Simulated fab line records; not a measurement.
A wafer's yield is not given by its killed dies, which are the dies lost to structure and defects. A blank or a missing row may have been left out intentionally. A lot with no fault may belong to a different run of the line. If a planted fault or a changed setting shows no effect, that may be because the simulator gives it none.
A single fault, viewed from 2 desks    flow gf180mcu    each desk holds nothing but its own numbers, with what lay behind them at the end

## FROM THE METROLOGY DESK
Lot by lot, what the gauges showed, no matter which tool ran the lot: averages of those sampled wafers that carry a number. Any lot whose mean is over 4 standard deviations away from the usual mean is out of limits and marked OUT; that distance is given in the brackets.
Columns: A = PASSIVATION_CVD_00_THK at GF_PASSIVATION_THK_MEAS_01, usual 1001 nm
lot   first seen here  A
L228  day 28 00:07     998
L229  day 28 08:10     991
L230  day 28 16:53     991
L232  day 29 04:10     1002
L235  day 30 05:35     1000
L236  day 30 15:14     996
L237  day 31 02:05     1006
L239  day 31 10:21     994
L240  day 31 17:15     1022
L248  day 33 17:47     994
L249  day 33 23:28     972
L250  day 34 01:23     1003
L251  day 34 05:26     1014
This desk's finding: nothing out of limits on any of the 13 lots.

## TOOL OWNER'S DESK, cmp-02
The tool's own readings at GF_V5_CMP_26 (polishes, stops on SiO2, t overpolish 15 s, target thk 0 nm): means of the sampled wafers that have a number, for each lot that ran on this tool. Any lot whose mean is over 4 standard deviations away from the usual mean is out of limits and marked OUT; that distance is given in the brackets.
Columns: A = motor current A at GF_V5_CMP_26, usual 11.0 A; B = overpolish run s at GF_V5_CMP_26, usual 14.999 s; C = time to endpoint s at GF_V5_CMP_26, usual 84.0 s
lot   first seen here  A     B       C
L228  day 27 02:32     11.3  14.995  86.1
L229  day 27 11:04     11.9  15.003  82.1
L230  day 27 19:49     11.1  14.999  82.5
L232  day 28 08:14     11.5  15.014  84.8
L235  day 29 10:11     10.0  15.006  83.0
L236  day 29 19:30     10.5  14.988  81.4
L237  day 30 06:43     10.3  14.999  82.1
L240  day 30 22:29     11.5  14.995  82.2
L249  day 33 06:41     11.1  15.003  81.8
L251  day 33 12:32     12.2  14.996  81.2
This desk's finding: nothing out of limits on any of the 10 lots.

## BROUGHT TOGETHER
From the metrology desk's view, nothing was out of limits.
The desk of the tool owner found nothing out of limits.

## WHAT HAD BEEN PUT IN BY THE SIMULATOR
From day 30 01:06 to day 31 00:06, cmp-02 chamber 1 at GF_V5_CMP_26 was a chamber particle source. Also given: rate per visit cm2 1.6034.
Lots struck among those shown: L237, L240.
